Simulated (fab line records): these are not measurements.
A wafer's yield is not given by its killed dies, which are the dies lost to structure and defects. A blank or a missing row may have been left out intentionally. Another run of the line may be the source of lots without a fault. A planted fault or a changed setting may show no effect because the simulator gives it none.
fab line records	flow gf180mcu
record: lots: 6	wafers: 18	last-day: 34
route steps=602 shown PSD@249 NSD@262
lots that met no fault: taken from a fault-free run of the same line
start-h: start of the lot's first displayed wafer, in hours after the record's first day	wait-h: time in hours since the lot's previous step	" identical to the entry in the row above	L1.1+2: one row covering several wafers at once	- value missing, or start not given	* or withheld: withheld	< > ~ a bound
route shown NAME@n: names a module that has steps shown in the file, with the first one's number in the route	usual: average and standard deviation across the fault-free wafers	same: alike in all rows	chamber/n: place in a boat	sites: readings site by site	_std_site: the standard deviation of these	_edge_site: mean of outer sites minus mean of inner sites	radius-mm: how far each site lies from the wafer's centre	mask NAME#n: copy n	behind: tool/chamber where the wafer was last shaped	hold: why the lot was held/for how many hours/how that ended	device: names the non-switching transistor (n, p or np)	end of line: tests run on the same wafers once the route is complete	where a step has no rows: the recipe by itself	killed: dies lost to structure and defects at the first sort, not the wafer's yield	map: dies across one wafer; x = killed, . = not, _ = none there
set.NAME: the setting the step ran with; set.NAME@STEP: the setting that earlier step ran with	model.NAME: the simulator's own value behind a step, which no gauge read
lots at some steps of the route; a table a step, a row a wafer
services: when a tool's chamber went out of use (start-h, in hours from the record's first day, below 0 if earlier), for how many hours, and the reason
== steps ==
step: GF_PSD_HMDS_01
recipe: prime-time-s: 60	prime-temp-c: 120
step: GF_PSD_COAT_02
recipe: resist: NOVOLAK	spin-rpm: 3000	resist-thk-nm: 1000
step: GF_PSD_SOFTBAKE_03
recipe: temp-c: 90	time-s: 60	resist: NOVOLAK
step: GF_PSD_EXPOSE_04
recipe: mask-id: Pplus	target-cd-nm: 400	na: 0.6	source-shape: conventional	sigma-outer: 0.6	dose-mj: 140
step: GF_PSD_PEB_05
recipe: temp-c: withheld	time-s: *	resist: NOVOLAK
step: GF_PSD_DEVELOP_06
recipe: develop-time-s: 60	dev-temp-c: 23
step: GF_PSD_CD_MEAS_07
recipe: target-cd-nm: 400
usual: cd-nm: 400.3/2.1
lot.wafer	tool	chamber	start-h	wait-h	cd-nm
L773.2	cd-sem-01	-	331.80	0.1	400.1
L773.4	"	-	"	"	398.0
L773.5	"	-	"	"	400.7
L782.1	cd-sem-01	-	411.27	0.1	401.0
L782.3	"	-	"	"	399.9
L782.4	"	-	"	"	402.9
L783.3	cd-sem-02	-	417.65	0.1	399.5
L783.5	"	-	"	"	400.2
L783.6	"	-	"	"	403.8
L784.2	cd-sem-02	-	428.78	0.1	399.2
L784.3	"	-	"	"	399.7
L784.6	"	-	"	"	399.0
L789.1	cd-sem-02	-	483.31	0.1	400.5
L789.2	"	-	"	"	398.3
L789.6	"	-	"	"	398.9
L794.1	cd-sem-01	-	512.36	0.1	403.2
L794.2	"	-	"	"	401.4
L794.6	"	-	"	"	400.2
step: GF_PSD_OVL_MEAS_08
usual: PSD_OVL: -0.6/1.7
lot.wafer	tool	chamber	start-h	wait-h	PSD_OVL[nm]
L773.2	overlay-01	-	331.90	0.1	-2.0
L773.4	"	-	"	"	-3.2
L773.5	"	-	"	"	-2.7
L782.1	overlay-01	-	411.39	0.1	1.2
L782.3	"	-	"	"	0.3
L782.4	"	-	"	"	2.4
L783.3	overlay-01	-	417.74	0.1	-2.7
L783.5	"	-	"	"	-4.4
L783.6	"	-	"	"	-4.1
L784.2	overlay-02	-	428.88	0.1	-1.4
L784.3	"	-	"	"	0.7
L784.6	"	-	"	"	0.4
L789.1	overlay-02	-	483.43	0.1	-0.9
L789.2	"	-	"	"	-0.1
L789.6	"	-	"	"	-1.4
L794.1	overlay-02	-	512.48	0.1	0.5
L794.2	"	-	"	"	1.8
L794.6	"	-	"	"	1.4
step: GF_PSD_IMPLANT_09
recipe: species: BF2	energy-kev: 40	dose-cm2: 1.537e+15	tilt-deg: 7
step: GF_PSD_STRIP_10
recipe: chemistry: O2/N2	power-w: 1400	pressure-mtorr: 1500	platen-temp-c: 250	o2-flow-sccm: 3000	n2-flow-sccm: 300	overash-fraction: 0.5
usual: drypump-motor-current-A: 5.8/0.53	heater-power-w: 339/26	oes-product-au: 0.590/0.0043	strip-time-to-endpoint-s: 16.61/0.033
lot.wafer	tool	chamber	start-h	wait-h	drypump-motor-current-A	heater-power-w	oes-product-au	rf-hours-counter-h	strip-time-to-endpoint-s
L773.2	plasma-asher-02	1	332.08	0.1	6.0	366	0.589	69	16.56
L773.4	"	0	"	"	6.5	387	0.588	-	16.59
L773.5	"	1	"	"	6.0	373	0.583	-	16.56
L782.1	plasma-asher-03	1	411.58	0.1	4.9	317	0.587	75	16.63
L782.3	"	1	"	"	4.9	319	0.586	-	16.62
L782.4	"	0	"	"	5.4	323	0.588	-	16.60
L783.3	plasma-asher-04	0	417.95	0.1	6.1	320	0.581	-	16.62
L783.5	"	1	"	"	6.1	331	0.587	-	16.67
L783.6	"	0	"	"	6.1	321	0.591	-	16.65
L784.2	plasma-asher-03	1	429.06	0.1	4.9	318	0.587	77	16.60
L784.3	"	1	"	"	4.9	318	0.597	-	16.57
L784.6	"	0	"	"	5.4	323	0.589	-	16.61
L789.1	plasma-asher-03	0	483.61	0.1	5.4	320	0.586	82	16.53
L789.2	"	1	"	"	4.9	314	0.594	82	16.56
L789.6	"	0	"	"	5.5	328	0.583	-	16.54
L794.1	plasma-asher-03	1	512.66	0.1	4.9	312	0.589	86	16.65
L794.2	"	0	"	"	5.4	317	0.593	86	16.68
L794.6	"	1	"	"	4.9	321	0.585	-	16.61
step: GF_PSD_TW_MEAS_11
usual: PSD_TW: 3217/37
lot.wafer	tool	chamber	start-h	wait-h	PSD_TW
L773.2	film-metro-03	-	332.19	0.1	3265
L773.4	"	-	"	"	3249
L773.5	"	-	"	"	3254
L782.1	film-metro-03	-	411.68	0.1	3254
L782.3	"	-	"	"	3255
L782.4	"	-	"	"	3248
L783.3	film-metro-03	-	418.03	0.1	3264
L783.5	"	-	"	"	3248
L783.6	"	-	"	"	3256
L784.2	film-metro-03	-	429.17	0.1	3254
L784.3	"	-	"	"	3260
L784.6	"	-	"	"	3248
L789.1	film-metro-03	-	483.71	0.1	3260
L789.2	"	-	"	"	3228
L789.6	"	-	"	"	3267
L794.1	film-metro-03	-	512.76	0.1	3251
L794.2	"	-	"	"	3262
L794.6	"	-	"	"	3233
step: GF_PSD_CLEAN_12
recipe: chemistry: SC1/SC2	mix: 1:4:20	temp-c: 70	time-s: 150	dry: n2-spin
step: GF_PSD_RTA_13
recipe: temp-c: 1025	time-s: 20	ambient: N2
usual: anneal-temp-c-max: 1030.7/1.7	chamber-o2-ppm: 1.996/0.023	lamp-power-pct: 34/5.3	wafer_temp_C_max: 1029.9/1.4
lot.wafer	tool	chamber	start-h	wait-h	anneal-temp-c-max	chamber-o2-ppm	lamp-power-pct	wafer_temp_C_max
L773.2	rtp-anneal-02	0	332.36	0.0	1032.7	1.987	29	1033.0
L773.4	"	0	"	"	1032.1	1.994	29	1030.7
L773.5	"	0	"	"	1032.1	2.029	29	1031.6
L782.1	rtp-anneal-01	-	411.80	0.0	-	-	-	-
L782.3	"	-	"	"	-	-	-	-
L782.4	"	-	"	"	-	-	-	-
L783.3	rtp-anneal-02	-	418.16	0.0	-	-	-	-
L783.5	"	-	"	"	-	-	-	-
L783.6	"	-	"	"	-	-	-	-
L784.2	rtp-anneal-02	0	429.30	0.0	1031.2	1.987	29	1030.4
L784.3	"	0	"	"	1032.6	2.024	29	1030.5
L784.6	"	0	"	"	1032.4	1.961	29	1030.4
L789.1	rtp-anneal-02	0	483.82	0.0	1032.1	1.996	29	1031.2
L789.2	"	0	"	"	1031.8	1.988	29	1028.9
L789.6	"	0	"	"	1032.2	2.017	29	1030.7
L794.1	rtp-anneal-01	0	512.88	0.0	1029.1	1.988	40	1029.5
L794.2	"	0	"	"	1028.7	1.998	40	1028.5
L794.6	"	0	"	"	1029.8	1.990	40	1027.6
step: GF_PSD_RS_MEAS_14
recipe: thk-meas-gauge: four-point-probe
usual: NSD_RS: 46.17/0.086
lot.wafer	tool	chamber	start-h	wait-h	NSD_RS[ohm/sq]
L773.2	film-metro-03	-	332.45	0.1	46.26
L773.4	"	-	"	"	46.18
L773.5	"	-	"	"	46.21
L782.1	film-metro-03	-	411.88	0.1	-
L782.3	"	-	"	"	-
L782.4	"	-	"	"	-
L783.3	film-metro-02	-	418.25	0.1	-
L783.5	"	-	"	"	-
L783.6	"	-	"	"	-
L784.2	film-metro-03	-	429.39	0.1	46.17
L784.3	"	-	"	"	46.25
L784.6	"	-	"	"	46.26
L789.1	film-metro-02	-	483.91	0.1	46.18
L789.2	"	-	"	"	46.20
L789.6	"	-	"	"	46.20
L794.1	film-metro-02	-	512.96	0.1	46.11
L794.2	"	-	"	"	46.21
L794.6	"	-	"	"	46.22
step: GF_PSD_RS_MEAS_15
recipe: thk-meas-gauge: four-point-probe
usual: PSD_RS: 108.1/0.32
lot.wafer	tool	chamber	start-h	wait-h	PSD_RS[ohm/sq]
L773.2	film-metro-03	-	332.57	0.1	108.4
L773.4	"	-	"	"	108.3
L773.5	"	-	"	"	108.3
L782.1	film-metro-03	-	412.00	0.1	-
L782.3	"	-	"	"	-
L782.4	"	-	"	"	-
L783.3	film-metro-02	-	418.37	0.1	-
L783.5	"	-	"	"	-
L783.6	"	-	"	"	-
L784.2	film-metro-03	-	429.51	0.1	107.9
L784.3	"	-	"	"	108.4
L784.6	"	-	"	"	107.9
L789.1	film-metro-02	-	484.03	0.1	108.6
L789.2	"	-	"	"	109.0
L789.6	"	-	"	"	108.4
L794.1	film-metro-02	-	513.08	0.1	108.0
L794.2	"	-	"	"	107.9
L794.6	"	-	"	"	107.9
== services ==
tool	chamber	start-h	hours	kind
plasma-asher-04	-	311.53	1.3	repair
rtp-anneal-02	-	347.16	5.0	pm
plasma-asher-04	-	366.49	3.5	repair
plasma-asher-02	-	421.25	9.0	pm
plasma-asher-02	0	421.25	9.0	vent-cycle
plasma-asher-02	1	421.25	9.0	vent-cycle
plasma-asher-02	0	430.25	-	clean
plasma-asher-02	1	430.25	-	clean
== key ==
first-sign: step: GF_PSD_RTA_13	reading: tool-record	direction: missing
effect: step: GF_PSD_RS_MEAS_14	reading: NSD_RS	direction: missing
effect: step: GF_PSD_RS_MEAS_15	reading: PSD_RS	direction: missing
met-at GF_PSD_RTA_13
struck-wafers L782.1,L782.3,L782.4,L783.3,L783.5,L783.6
later-rows-left-out L782.1,L782.3,L782.4,L783.3,L783.5,L783.6
sort-left-out L782.1,L782.3,L782.4,L783.3,L783.5,L783.6
tester-left-out L782,L783
onset-between 332.36 411.80
fault: kind: skipped-step-whole	tool: rtp-anneal-01,rtp-anneal-02	chamber: -	onset-h: 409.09	steps: GF_PSD_RTA_13	scope: struck-lots-only
tester-left-out: of these lots the tester's yield and bins aren't shown, on N5 and GAA mostly nor the transistor test; their killed dies are dies lost to structure and defects alone, not to doping, threshold or leakage, so they don't give the yield
sort-left-out: the simulated sort isn't trusted on such a fault, so these wafers' sort isn't shown, and their yield isn't known
later-rows-left-out: the simulator's readings of these wafers behind a module that went badly wrong aren't trusted and aren't shown, but for the sort
